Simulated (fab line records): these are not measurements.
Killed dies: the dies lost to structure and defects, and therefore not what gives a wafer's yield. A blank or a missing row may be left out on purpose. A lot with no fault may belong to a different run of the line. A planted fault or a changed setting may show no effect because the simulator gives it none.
Struck lot and sound lot, side by side    flow sky130    15 steps out of a route of 708
Sound: these wafers, L682.4, L682.5, L682.6. Wafers struck: L683.2, L683.5, L683.6. The cause is given at the end.
For every step that has rows: the tool of each side, followed by ch and its chambers, followed by its first start. Under that, the readings that differ: sound wafers    struck wafers    difference of the means    sigmas: that difference in standard deviations of wafers without a fault.
alike: words and numbers the same on both sides, and readings whose means are apart by under 2 such deviations; not compared: readings that were withheld, readings missing a value for some wafer, numbers with overlapping values and no deviation given by the record, and bounds like >300 which may hide the same value.
A row with sigmas, a row that says differs or no value, or rows on one side alone: a step with any of these is where the two part. When numbers do not overlap yet have no deviation, they are printed without sigmas and do not part them. A reading missing from all wafers of one side parts the sides only when that side holds two or more wafers.

SKY_CAP2M_SPUTTER_02: material TiN, target thk 200 nm, time 166.7 s.
  struck on pvdSputter-01, day 40 20:08; sound on pvdSputter-03, day 40 15:59
  alike: chamberPressurePa, throttleValvePct
SKY_CAP2M_RS_MEAS_03: uses a four-point probe to measure.
  struck on filmMetro-03, day 40 20:16; sound on filmMetro-03, day 40 16:09
  alike: CAP2M_TIN_RS
SKY_CAP2M_THK_MEAS_04: measures by xrf.
  struck on filmMetro-03, day 40 20:22; sound on filmMetro-03, day 40 16:14
  alike: CAP2M_TIN_THK
then, 7 steps without rows for these wafers: SKY_CAP2M_DEHYDRATE_05 (time 60 s); SKY_CAP2M_HMDS_06 (prime time 60 s); SKY_CAP2M_COAT_07 (resist thk 1140 nm); SKY_CAP2M_SOFTBAKE_08 (time 60 s); SKY_CAP2M_EXPOSE_09 (exposes mask CAP2M, target cd 1000 nm); SKY_CAP2M_PEB_10; SKY_CAP2M_DEVELOP_11 (develop time 60 s).
SKY_CAP2M_OVL_MEAS_12:
  struck on overlay-01, day 41 20:05; sound on overlay-02, day 41 15:40
  alike: CAP2M_OVL
SKY_CAP2M_METAL_ETCH_13: etches TiN in Cl2/BCl3, stops on SiO2, target depth 220 nm, time 62.9 s.
  sound on rieMetal-04 ch 0,1, day 41 15:43; struck on rieMetal-01 ch 0,1, day 41 20:07
  alike: bcl3FlowSccm, drypumpMotorCurrentA, oesProductAu, throttleValvePct
  not compared: rfHoursCounterH
SKY_CAP2M_STRIP_14: strips in O2/N2.
  sound on plasmaAsher-02 ch 0,1, day 41 15:49; struck on plasmaAsher-02 ch 0,1, day 41 20:11
reading                   sound              struck             difference  sigmas
o2FlowSccm (sccm)         2998 2986 3002     2408 2402 2385     -597        -64
stripTimeToEndpointS (s)  12.63 12.66 12.66  12.83 12.82 12.83  +0.18       +4
  alike: drypumpMotorCurrentA, oesProductAu
  not compared: rfHoursCounterH
then, 1 step without rows for these wafers: SKY_CAP2M_STRIP_15 (strips in post etch residue remover, time 1200 s).
-- the record jumps here: 5 days lie between the struck wafers' starts before and after (it left off in module CAP2M and takes up again in module PAD_OPEN, whose first step shown is number 708 of the route) --
SKY_PAD_OPEN_PROBE_99:
  struck on prober-02, day 46 18:50; sound on prober-01, day 46 17:26
  alike: defectLimitedYield, killed_at_M0_to_M3, killed_at_M4_up, killedAtContacts, killedAtFrontEnd, killedAtOther, killedDies, killedOpen, killedShort, sort_bin_3_pad_short, sort_bin_5_function, sort_bin_6_memory, sortNPass, sortYieldPct

== WHERE THEY PART ==
At SKY_CAP2M_STRIP_14 and nowhere else, as far as this record goes. Later steps at which nothing parts them and some readings are alike: SKY_PAD_OPEN_PROBE_99.

WHY: whatever the simulator had introduced
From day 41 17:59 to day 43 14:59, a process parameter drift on plasmaAsher-02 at SKY_CAP2M_STRIP_14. From 3000, the setting o2FlowSccm moved by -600. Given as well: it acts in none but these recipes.
